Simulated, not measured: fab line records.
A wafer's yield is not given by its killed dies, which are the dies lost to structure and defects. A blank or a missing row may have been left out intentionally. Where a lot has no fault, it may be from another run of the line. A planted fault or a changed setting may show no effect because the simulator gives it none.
8D (eight disciplines) problem report, filled in by code + flow gf180mcu + the parts of the form that need people (team, actions taken, sign-off) are left out

== 1. WHAT IS WRONG ==
chamberPressurePa at GF_SALICIDE_SPUTTER_03 reads a mean of 0.3500 Pa on 3 wafers of 2 lots; wafers without a fault read 0.4001 Pa with a standard deviation of 0.00093. Relative to the usual mean, that is a shift of -54 standard deviations.
The step: material TiN, target thk 20 nm, time 16.7 s.
First observed at day 18 02:45: wafer L347.4, on pvdSputter-03. Wafers with a number at this step in the record: 39, from 13 lots. Rule for "out", or "out of limits": more than 4 standard deviations from the usual mean. The rest of the wafers with a number are treated as sound.

== 2. WHAT IT IS, WHAT IT ISN'T ==
| question                    | is                     | is not                                                                                                   |
|-----------------------------|------------------------|----------------------------------------------------------------------------------------------------------|
| which readings at this step | chamberPressurePa      | throttleValvePct                                                                                         |
| which lots                  | L347, L350             | L338, L339, L340, L341, L342, L355, L356, L358, L359, L360, L361                                         |
| which wafers of those lots  | L347.4, L347.5, L350.5 | L347.6, L350.2, L350.6                                                                                   |
| read on which tools         | pvdSputter-03          | pvdSputter-01, pvdSputter-02                                                                             |
| when                        | from day 18 02:45      | up to then (16 sound wafers); but 20 sound wafers of L350, L355, L356, L358, L359, L360, L361 came after |

== 3. SUSPECTS, AND WHAT RULES EACH OUT ==
Counting: if a tool at a process step up to the reading ran every lot that is out, it stays a suspect. Sound lots after the first of them don't rule it out here, since some wafers of a struck lot are sound.
- plasmaAsher-03 at GF_VT_IMPLANT_STRIP_31 (strips in O2/N2): kept. It ran every lot that is out, first L347 (day 9 05:42).
- plasmaAsher-01 at GF_PSD_STRIP_10 (strips in O2/N2): kept. It ran every lot that is out, first L347 (day 17 02:10); its last sound lot up to then is L341 (day 15 03:16).
- pvdSputter-03 at GF_SALICIDE_SPUTTER_03 (material TiN, target thk 20 nm, time 16.7 s): kept. It ran every lot that is out, first L347 (day 18 02:45); its last sound lot up to then is L342 (day 16 12:30). Its own chamberPressurePa readings are out on those wafers.
The count leaves plasmaAsher-03 at GF_VT_IMPLANT_STRIP_31, plasmaAsher-01 at GF_PSD_STRIP_10, and pvdSputter-03 at GF_SALICIDE_SPUTTER_03.

== 4. THE CAUSE (what the simulator had put in) ==
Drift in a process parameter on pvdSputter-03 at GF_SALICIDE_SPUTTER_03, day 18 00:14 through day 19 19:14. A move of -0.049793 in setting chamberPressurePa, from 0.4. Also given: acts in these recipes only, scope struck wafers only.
Of the 3 suspects that counting leaves, this tool is one.

== 5. THE CHAIN OF EFFECTS, in route order ==
Each row: a reading whose mean over the struck wafers that have a number lies more than 3 standard deviations from the usual. Only readings whose record carries a usual standard deviation are examined. hours: median over the lots of the time between each lot's start at the first step of this table that gives one and its start at this step. sigmas: the change, counted in usual standard deviations.
| hours | step                   | reading           | usual     | on struck wafers | change  | sigmas |
|-------|------------------------|-------------------|-----------|------------------|---------|--------|
| 0     | GF_SALICIDE_SPUTTER_03 | chamberPressurePa | 0.4001 Pa | 0.3500           | -0.0501 | -54    |
Here are the process steps it includes:
- GF_SALICIDE_SPUTTER_03: material TiN, target thk 20 nm, time 16.7 s.
Later measuring or inspecting steps at which every struck wafer that the step has a row for has a number for every such reading, and none has moved that far: GF_M3_CD_MEAS_14.

== 6. HOW IT WOULD HAVE BEEN CAUGHT EARLIER ==
In this record no reading fell out of limits until day 18 02:45, 3 hours after the fault had begun at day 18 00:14.
